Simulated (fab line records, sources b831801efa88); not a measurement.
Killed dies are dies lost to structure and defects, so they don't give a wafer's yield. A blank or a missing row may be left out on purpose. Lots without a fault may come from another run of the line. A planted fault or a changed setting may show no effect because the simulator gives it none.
One fault seen from 2 desks | flow sky130 | each desk has only its own numbers; what lay behind them comes last

THE METROLOGY DESK
What the gauges read, lot by lot, whatever tool the lot ran on: means of the sampled wafers that have a number. A lot is out of limits, marked OUT, if its mean lies more than 4 standard deviations from the usual mean; the brackets give that distance.
Columns: A = VIA4_OVL at SKY_VIA4_OVL_MEAS_11, usual -0.3 nm
lot  | first seen here | A
L891 | day 42 20:19    | -0.1
L894 | day 43 18:23    | 0.6
L895 | day 44 08:19    | -0.9
L897 | day 44 09:34    | 0.7
L896 | day 44 12:10    | 0.7
L899 | day 45 14:01    | -0.3
L903 | day 46 06:37    | -1.3
L904 | day 46 10:17    | -0.8
L906 | day 47 06:35    | -1.7
L911 | day 48 01:59    | 0.9
L912 | day 48 14:52    | -0.1
This desk's finding: nothing out of limits on any of the 11 lots.

THE TOOL OWNER'S DESK: rie_diel-01
The tool's own readings at SKY_VIA1_ETCH_15 (etches SiO2 in C4F8/O2/Ar, stops on TiN, target depth 351 nm, time 54 s): means of the sampled wafers that have a number, for each lot that ran on this tool. A lot is out of limits, marked OUT, if its mean lies more than 4 standard deviations from the usual mean; the brackets give that distance.
Columns: A = chamber_pressure_mTorr at SKY_VIA1_ETCH_15, usual 40.00 mTorr; B = oes_product_au at SKY_VIA1_ETCH_15, usual 0.981 a.u.
lot  | first seen here | A     | B
L897 | day 35 16:59    | 39.99 | 0.985
L896 | day 35 18:04    | 39.99 | 0.982
L903 | day 37 21:58    | 39.99 | 0.986
L904 | day 38 05:01    | 40.00 | 0.977
L906 | day 39 05:50    | 40.00 | 0.981
This desk's finding: nothing out of limits on any of the 5 lots.

PUT TOGETHER
The metrology desk saw nothing out of limits.
The tool owner's desk saw nothing out of limits.

WHAT THE SIMULATOR HAD PUT IN
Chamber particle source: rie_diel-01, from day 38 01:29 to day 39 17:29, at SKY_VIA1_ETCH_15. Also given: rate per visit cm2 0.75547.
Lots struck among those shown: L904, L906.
